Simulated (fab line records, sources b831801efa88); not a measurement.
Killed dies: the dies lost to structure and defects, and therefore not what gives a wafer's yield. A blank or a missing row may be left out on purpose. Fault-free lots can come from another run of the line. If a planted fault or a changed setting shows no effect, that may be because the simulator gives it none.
Which of the tools did it? :: flow gf180mcu :: 18 wafers from 6 lots sampled at 2 of the route's 602 steps

== WHAT THE GAUGES SHOWED, per wafer ==
GF_STI_CD_MEAS_12: the cd target is 220 nm.
lot: L547
measured: day 2 12:44
on: cd sem-02
cd nm (nm): 219.4 219.5 219.4

lot: L551
measured: day 3 08:02
on: cd sem-01
cd nm (nm): 220.3 221.1 219.5

lot: L553
measured: day 3 18:28
on: cd sem-01
cd nm (nm): 218.8 220.0 220.5

lot: L558
measured: day 4 20:11
on: cd sem-01
cd nm (nm): 218.7 218.7 217.6

lot: L561
measured: day 5 12:11
on: cd sem-02
cd nm (nm): 222.2 220.0 221.4

lot: L567
measured: day 6 18:35
on: cd sem-02
cd nm (nm): 220.2 219.7 219.9

== WHAT TOOL EACH LOT RAN ON (gives the tool, then ch and the chambers of the sampled wafers, and finally the start) ==
lot: L547
GF_STI_EXPOSE_09: krf scanner-02 ch 0, day 2 06:59

lot: L551
GF_STI_EXPOSE_09: krf scanner-01 ch 0, day 3 01:55

lot: L553
GF_STI_EXPOSE_09: krf scanner-02 ch 0, day 3 12:21

lot: L558
GF_STI_EXPOSE_09: krf scanner-01 ch 0, day 4 13:51

lot: L561
GF_STI_EXPOSE_09: krf scanner-01 ch 0, day 5 05:29

lot: L567
GF_STI_EXPOSE_09: krf scanner-01 ch 0, day 6 11:10
- GF_STI_EXPOSE_09: exposes mask COMP, target cd 220 nm.

== THE ANSWER, worked out from the rows above alone ==
Rule: what is usual is taken from the lots themselves. Put in order of their means at a reading, lots are off if they are a third of the lots or fewer, leave a main group of 4 or more, and stand apart from it by a gap of 3 or more times the standard deviation of the main group's means; of several such gaps the widest counts. If all means in a main group match to the digits the tables above print for the reading, that group is not used. Also off: a lot with no number at a reading for which 4 or more lots have one. The other lots that the step has rows for count as sound.
Across all readings shown, no lot is off: no conclusion can be drawn from this.

== WHAT THE SIMULATOR HAD PUT IN ==
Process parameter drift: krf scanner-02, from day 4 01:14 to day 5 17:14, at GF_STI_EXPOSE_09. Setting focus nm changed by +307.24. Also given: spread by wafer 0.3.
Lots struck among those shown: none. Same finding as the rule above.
